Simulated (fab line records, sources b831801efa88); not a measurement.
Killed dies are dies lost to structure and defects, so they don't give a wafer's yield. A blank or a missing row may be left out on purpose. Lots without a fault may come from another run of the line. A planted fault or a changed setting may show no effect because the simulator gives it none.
Which tool did it? | flow gf180mcu | 24 lots, 72 wafers sampled, at 6 steps of a route of 602

WHAT THE GAUGES READ, wafer by wafer
GF_HV_LDD_TW_MEAS_23.
lot  | measured     | on            | HV_LDD_2_TW
L074 | day 10 17:56 | film_metro-03 | 1043 1042 1046
L075 | day 11 05:30 | film_metro-04 | 1047 1048 1045
L076 | day 11 14:05 | film_metro-04 | 1039 1042 1047
L077 | day 11 22:01 | film_metro-03 | 1043 1042 1038
L078 | day 12 03:53 | film_metro-04 | 1048 1042 1047
L079 | day 12 13:49 | film_metro-01 | 1065 1054 1064
L080 | day 12 17:33 | film_metro-01 | 1061 1061 1062
L081 | day 13 01:34 | film_metro-01 | 1071 1071 1069
L082 | day 13 06:46 | film_metro-04 | 1050 1048 1046
L083 | day 13 17:26 | film_metro-01 | 1072 1069 1073
L084 | day 14 00:25 | film_metro-01 | 1065 1070 1069
L085 | day 14 06:02 | film_metro-04 | 1054 1049 1053
L086 | day 14 16:37 | film_metro-03 | 1044 1044 1039
L087 | day 14 21:31 | film_metro-03 | 1037 1033 1042
L088 | day 15 05:37 | film_metro-01 | 1069 1061 1069
L089 | day 15 15:46 | film_metro-01 | 1070 1067 1069
L090 | day 15 22:03 | film_metro-03 | 1044 1040 1042
L091 | day 16 04:12 | film_metro-03 | 1049 1043 1042
L092 | day 16 11:10 | film_metro-03 | 1045 1046 1052
L093 | day 17 00:52 | film_metro-01 | 1065 1060 1064
L094 | day 17 04:29 | film_metro-04 | 1052 1054 1055
L095 | day 17 09:16 | film_metro-01 | 1067 1061 1066
L096 | day 17 21:55 | film_metro-01 | 1068 1066 1067
L097 | day 18 04:22 | film_metro-01 | 1068 1063 1062

GF_M1_CD_MEAS_14: target cd 230 nm.
lot  | measured     | on        | cd_nm (nm)
L074 | day 17 01:23 | cd_sem-02 | 230.9 231.4 229.7
L075 | day 17 15:33 | cd_sem-02 | 229.9 230.5 229.5
L076 | day 18 01:41 | cd_sem-01 | 228.3 227.3 228.8
L077 | day 18 12:04 | cd_sem-02 | 229.6 229.8 229.9
L078 | day 18 18:26 | cd_sem-01 | 230.0 231.8 231.8
L079 | day 19 08:31 | cd_sem-01 | 228.9 229.8 229.3
L080 | day 19 12:27 | cd_sem-01 | 229.2 228.3 229.2
L081 | day 19 21:17 | cd_sem-01 | 229.9 229.1 229.1
L082 | day 20 03:31 | cd_sem-01 | 229.2 228.2 228.7
L083 | day 20 15:38 | cd_sem-02 | 229.5 229.6 229.4
L084 | day 20 23:46 | cd_sem-01 | 229.8 230.5 229.7
L085 | day 21 18:43 | cd_sem-02 | 230.7 231.2 230.6
L086 | day 21 19:22 | cd_sem-01 | 230.2 229.5 230.6
L087 | day 22 00:34 | cd_sem-02 | 230.4 229.1 230.3
L088 | day 22 11:08 | cd_sem-02 | 229.8 229.3 228.7
L089 | day 22 20:41 | cd_sem-01 | 233.2 232.4 231.2
L090 | day 23 00:07 | cd_sem-02 | 231.8 230.9 231.3
L091 | day 23 10:50 | cd_sem-02 | 230.6 229.3 229.7
L092 | day 23 15:19 | cd_sem-02 | 231.0 229.7 229.8
L093 | day 24 06:27 | cd_sem-01 | 231.9 229.9 229.7
L094 | day 24 09:32 | cd_sem-01 | 229.2 230.5 231.0
L095 | day 24 15:13 | cd_sem-01 | 228.3 231.3 228.9
L096 | day 25 01:31 | cd_sem-01 | 227.9 229.3 228.6
L097 | day 25 07:34 | cd_sem-01 | 228.3 228.6 228.0

WHICH TOOL RAN EACH LOT (tool, then ch and the chambers of the sampled wafers, then the start)
lot  | GF_NWELL_STRIP_10                   | GF_MVSD_STRIP_10                     | GF_M1_SPUTTER_03             | GF_M1_SPUTTER_04
L074 | plasma_asher-03 ch 0,1, day 3 08:55 | plasma_asher-03 ch 0,1, day 4 11:28  | pvd_sputter-03, day 16 03:13 | pvd_sputter-03, day 16 03:14
L075 | plasma_asher-04 ch 0,1, day 3 14:45 | plasma_asher-01 ch 1, day 4 18:28    | pvd_sputter-02, day 16 17:13 | pvd_sputter-02, day 16 17:14
L076 | plasma_asher-01 ch 0,1, day 3 20:46 | plasma_asher-02 ch 0,1, day 5 00:10  | pvd_sputter-03, day 17 02:51 | pvd_sputter-03, day 17 02:52
L077 | plasma_asher-03 ch 0,1, day 4 01:17 | plasma_asher-02 ch 0,1, day 5 05:13  | pvd_sputter-02, day 17 12:54 | pvd_sputter-02, day 17 12:55
L078 | plasma_asher-03 ch 0,1, day 4 06:13 | plasma_asher-01 ch 0,1, day 5 11:07  | pvd_sputter-02, day 17 18:18 | pvd_sputter-02, day 17 18:19
L079 | plasma_asher-03 ch 0,1, day 4 14:00 | plasma_asher-03 ch 1, day 5 19:01    | pvd_sputter-02, day 18 07:47 | pvd_sputter-02, day 18 07:48
L080 | plasma_asher-01 ch 0,1, day 4 18:00 | plasma_asher-02 ch 0,1, day 5 23:15  | pvd_sputter-03, day 18 12:10 | pvd_sputter-03, day 18 12:11
L081 | plasma_asher-01 ch 0,1, day 4 21:28 | plasma_asher-03 ch 0, day 6 03:06    | pvd_sputter-02, day 18 20:38 | pvd_sputter-02, day 18 20:40
L082 | plasma_asher-01 ch 0, day 5 02:33   | plasma_asher-01 ch 0,1, day 6 08:46  | pvd_sputter-04, day 19 03:14 | pvd_sputter-04, day 19 03:15
L083 | plasma_asher-04 ch 0,1, day 5 10:25 | plasma_asher-03 ch 0,1, day 6 17:13  | pvd_sputter-04, day 19 15:46 | pvd_sputter-04, day 19 15:47
L084 | plasma_asher-03 ch 0,1, day 5 14:04 | plasma_asher-03 ch 0,1, day 6 20:28  | pvd_sputter-04, day 19 23:06 | pvd_sputter-04, day 19 23:07
L085 | plasma_asher-01 ch 0,1, day 5 17:52 | plasma_asher-02 ch 0,1, day 7 01:19  | pvd_sputter-04, day 20 07:23 | pvd_sputter-04, day 20 07:25
L086 | plasma_asher-01 ch 0,1, day 6 02:46 | plasma_asher-01 ch 0,1, day 7 10:34  | pvd_sputter-03, day 20 19:05 | pvd_sputter-03, day 20 19:06
L087 | plasma_asher-01 ch 0,1, day 6 08:07 | plasma_asher-03 ch 0,1, day 7 15:58  | pvd_sputter-02, day 21 00:53 | pvd_sputter-02, day 21 00:54
L088 | plasma_asher-03 ch 0,1, day 6 12:04 | plasma_asher-01 ch 0,1, day 7 20:39  | pvd_sputter-04, day 21 11:21 | pvd_sputter-04, day 21 11:22
L089 | plasma_asher-03 ch 0,1, day 6 18:13 | plasma_asher-01 ch 0,1, day 8 03:07  | pvd_sputter-02, day 21 21:20 | pvd_sputter-02, day 21 21:22
L090 | plasma_asher-03 ch 0,1, day 7 01:07 | plasma_asher-02 ch 0,1, day 8 09:41  | pvd_sputter-02, day 22 01:20 | pvd_sputter-02, day 22 01:22
L091 | plasma_asher-03 ch 0,1, day 7 04:16 | plasma_asher-02 ch 0,1, day 8 13:34  | pvd_sputter-04, day 22 11:59 | pvd_sputter-04, day 22 12:00
L092 | plasma_asher-03 ch 0,1, day 7 10:12 | plasma_asher-01 ch 0,1, day 8 19:46  | pvd_sputter-04, day 22 16:20 | pvd_sputter-04, day 22 16:21
L093 | plasma_asher-04 ch 0,1, day 7 19:08 | plasma_asher-03 ch 0,1, day 9 05:50  | pvd_sputter-03, day 23 08:05 | pvd_sputter-03, day 23 08:06
L094 | plasma_asher-01 ch 0,1, day 7 21:54 | plasma_asher-01 ch 0,1, day 9 07:55  | pvd_sputter-03, day 23 11:29 | pvd_sputter-03, day 23 11:30
L095 | plasma_asher-01 ch 0,1, day 8 02:26 | plasma_asher-01 ch 0,1, day 9 12:05  | pvd_sputter-04, day 23 17:20 | pvd_sputter-04, day 23 17:21
L096 | plasma_asher-04 ch 0,1, day 8 08:06 | plasma_asher-02 ch 0,1, day 9 18:46  | pvd_sputter-02, day 24 04:01 | pvd_sputter-02, day 24 04:02
L097 | plasma_asher-01 ch 0,1, day 8 13:57 | plasma_asher-01 ch 0,1, day 10 00:39 | pvd_sputter-02, day 24 09:49 | pvd_sputter-02, day 24 09:50
- GF_NWELL_STRIP_10: strips in O2/N2.
- GF_MVSD_STRIP_10: strips in O2/N2.
- GF_M1_SPUTTER_03: material Ti, target thk 10 nm, time 6.7 s.
- GF_M1_SPUTTER_04: material TiN, target thk 50 nm, time 41.7 s.

WHAT THE TOOLS THEMSELVES READ (means of the sampled wafers that have a number; where no wafer has one, the mark that the record gives instead)
GF_NWELL_STRIP_10.
lot  | tool            | drypump_motor_current_A (A) | heater_power_w (W) | oes_product_au (a.u.) | strip_time_to_endpoint_s (s)
L074 | plasma_asher-03 | 5.9                         | 309                | 0.719                 | 36.74
L075 | plasma_asher-04 | 5.5                         | 374                | 0.722                 | 36.97
L076 | plasma_asher-01 | 5.6                         | 328                | 0.720                 | 36.95
L077 | plasma_asher-03 | 6.2                         | 301                | 0.724                 | 36.98
L078 | plasma_asher-03 | 6.0                         | 307                | 0.722                 | 37.12
L079 | plasma_asher-03 | 6.2                         | 307                | 0.722                 | 37.02
L080 | plasma_asher-01 | 5.9                         | 328                | 0.722                 | 36.85
L081 | plasma_asher-01 | 5.9                         | 329                | 0.719                 | 36.63
L082 | plasma_asher-01 | 5.1                         | 339                | 0.726                 | 36.89
L083 | plasma_asher-04 | 5.5                         | 373                | 0.723                 | 36.72
L084 | plasma_asher-03 | 6.2                         | 301                | 0.720                 | 36.91
L085 | plasma_asher-01 | 5.5                         | 331                | 0.723                 | 37.06
L086 | plasma_asher-01 | 5.6                         | 333                | 0.719                 | 37.03
L087 | plasma_asher-01 | 5.9                         | 327                | 0.726                 | 36.76
L088 | plasma_asher-03 | 5.9                         | 310                | 0.722                 | 37.06
L089 | plasma_asher-03 | 6.2                         | 308                | 0.725                 | 37.11
L090 | plasma_asher-03 | 5.9                         | 305                | 0.724                 | 37.03
L091 | plasma_asher-03 | 6.2                         | 307                | 0.722                 | 37.07
L092 | plasma_asher-03 | 6.2                         | 302                | 0.719                 | 36.87
L093 | plasma_asher-04 | 5.5                         | 373                | 0.724                 | 36.79
L094 | plasma_asher-01 | 5.9                         | 328                | 0.724                 | 36.94
L095 | plasma_asher-01 | 5.9                         | 321                | 0.720                 | 36.98
L096 | plasma_asher-04 | 5.5                         | 368                | 0.724                 | 36.76
L097 | plasma_asher-01 | 5.5                         | 335                | 0.724                 | 36.94

GF_MVSD_STRIP_10.
lot  | tool            | drypump_motor_current_A (A) | heater_power_w (W) | oes_product_au (a.u.) | strip_time_to_endpoint_s (s)
L074 | plasma_asher-03 | 6.2                         | 303                | 0.724                 | 36.86
L075 | plasma_asher-01 | 6.3                         | 316                | 0.725                 | 37.01
L076 | plasma_asher-02 | 5.8                         | 368                | 0.720                 | 36.90
L077 | plasma_asher-02 | 5.8                         | 379                | 0.723                 | 36.83
L078 | plasma_asher-01 | 5.9                         | 330                | 0.724                 | 36.84
L079 | plasma_asher-03 | 6.5                         | 301                | 0.726                 | 36.94
L080 | plasma_asher-02 | 5.8                         | 386                | 0.723                 | 37.04
L081 | plasma_asher-03 | 5.6                         | 311                | 0.725                 | 36.91
L082 | plasma_asher-01 | 5.6                         | 334                | 0.725                 | 36.78
L083 | plasma_asher-03 | 6.2                         | 306                | 0.720                 | 36.96
L084 | plasma_asher-03 | 6.2                         | 313                | 0.721                 | 36.97
L085 | plasma_asher-02 | 5.8                         | 389                | 0.725                 | 37.14
L086 | plasma_asher-01 | 5.6                         | 335                | 0.725                 | 37.00
L087 | plasma_asher-03 | 6.0                         | 304                | 0.722                 | 37.04
L088 | plasma_asher-01 | 5.5                         | 336                | 0.721                 | 36.87
L089 | plasma_asher-01 | 5.9                         | 326                | 0.722                 | 37.05
L090 | plasma_asher-02 | 5.8                         | 383                | 0.721                 | 36.88
L091 | plasma_asher-02 | 5.8                         | 392                | 0.725                 | 36.97
L092 | plasma_asher-01 | 5.6                         | 332                | 0.722                 | 36.78
L093 | plasma_asher-03 | 5.9                         | 314                | 0.721                 | 36.92
L094 | plasma_asher-01 | 5.9                         | 330                | 0.724                 | 36.88
L095 | plasma_asher-01 | 5.9                         | 327                | 0.721                 | 36.96
L096 | plasma_asher-02 | 5.8                         | 388                | 0.722                 | 36.73
L097 | plasma_asher-01 | 5.6                         | 337                | 0.720                 | 36.82

GF_M1_SPUTTER_03.
lot  | tool           | chamber_pressure_pa (Pa) | throttle_valve_pct (%)
L074 | pvd_sputter-03 | 0.3004                   | 30.4
L075 | pvd_sputter-02 | 0.3001                   | 29.8
L076 | pvd_sputter-03 | 0.2997                   | 30.0
L077 | pvd_sputter-02 | 0.2999                   | 30.5
L078 | pvd_sputter-02 | 0.3001                   | 29.9
L079 | pvd_sputter-02 | 0.2999                   | 29.4
L080 | pvd_sputter-03 | 0.2999                   | 29.8
L081 | pvd_sputter-02 | 0.3003                   | 29.8
L082 | pvd_sputter-04 | 0.3004                   | 29.7
L083 | pvd_sputter-04 | 0.3001                   | 30.9
L084 | pvd_sputter-04 | 0.2996                   | 29.0
L085 | pvd_sputter-04 | 0.2996                   | 30.0
L086 | pvd_sputter-03 | 0.3001                   | 30.0
L087 | pvd_sputter-02 | 0.3003                   | 29.7
L088 | pvd_sputter-04 | 0.3006                   | 30.5
L089 | pvd_sputter-02 | 0.2996                   | 30.3
L090 | pvd_sputter-02 | 0.2996                   | 30.2
L091 | pvd_sputter-04 | 0.3001                   | 30.6
L092 | pvd_sputter-04 | 0.2999                   | 30.5
L093 | pvd_sputter-03 | 0.3002                   | 29.2
L094 | pvd_sputter-03 | 0.3002                   | 30.0
L095 | pvd_sputter-04 | 0.2992                   | 29.3
L096 | pvd_sputter-02 | 0.3000                   | 29.7
L097 | pvd_sputter-02 | 0.2996                   | 29.9

GF_M1_SPUTTER_04.
lot  | tool           | chamber_pressure_pa (Pa) | throttle_valve_pct (%)
L074 | pvd_sputter-03 | 0.3994                   | 30.5
L075 | pvd_sputter-02 | 0.3996                   | 29.8
L076 | pvd_sputter-03 | 0.3999                   | 30.1
L077 | pvd_sputter-02 | 0.3997                   | 30.4
L078 | pvd_sputter-02 | 0.4007                   | 29.7
L079 | pvd_sputter-02 | 0.3998                   | 29.2
L080 | pvd_sputter-03 | 0.4007                   | 29.8
L081 | pvd_sputter-02 | 0.4006                   | 29.7
L082 | pvd_sputter-04 | 0.3997                   | 29.7
L083 | pvd_sputter-04 | 0.4015                   | 30.9
L084 | pvd_sputter-04 | 0.3999                   | 28.9
L085 | pvd_sputter-04 | 0.4002                   | 30.0
L086 | pvd_sputter-03 | 0.4008                   | 29.9
L087 | pvd_sputter-02 | 0.3992                   | 29.8
L088 | pvd_sputter-04 | 0.3995                   | 30.5
L089 | pvd_sputter-02 | 0.3994                   | 30.1
L090 | pvd_sputter-02 | 0.3998                   | 30.0
L091 | pvd_sputter-04 | 0.3998                   | 30.4
L092 | pvd_sputter-04 | 0.4000                   | 30.3
L093 | pvd_sputter-03 | 0.4007                   | 29.3
L094 | pvd_sputter-03 | 0.3998                   | 30.3
L095 | pvd_sputter-04 | 0.3993                   | 29.2
L096 | pvd_sputter-02 | 0.4000                   | 29.8
L097 | pvd_sputter-02 | 0.3997                   | 30.1

THE ANSWER, worked out from the rows above alone
Rule: what is usual is taken from the lots themselves. Put in order of their means at a reading, lots are off if they are a third of the lots or fewer, leave a main group of 4 or more, and stand apart from it by a gap of 3 or more times the standard deviation of the main group's means; of several such gaps the widest counts. A main group whose means are all the same, to the digits that the tables above print for the reading, isn't used. A lot without any number at a reading at which 4 lots or more have one is off too. The other lots that the step has rows for count as sound. The gauges are gone through in route order, then the tools' own readings, and for those a lot's mean is taken as printed above. The first step at which some lot is off is used, and at that step the reading that is off furthest; a lot without a number counts as furthest.
No lot is off at any reading shown: from this, nothing can be told.

WHAT THE SIMULATOR HAD PUT IN
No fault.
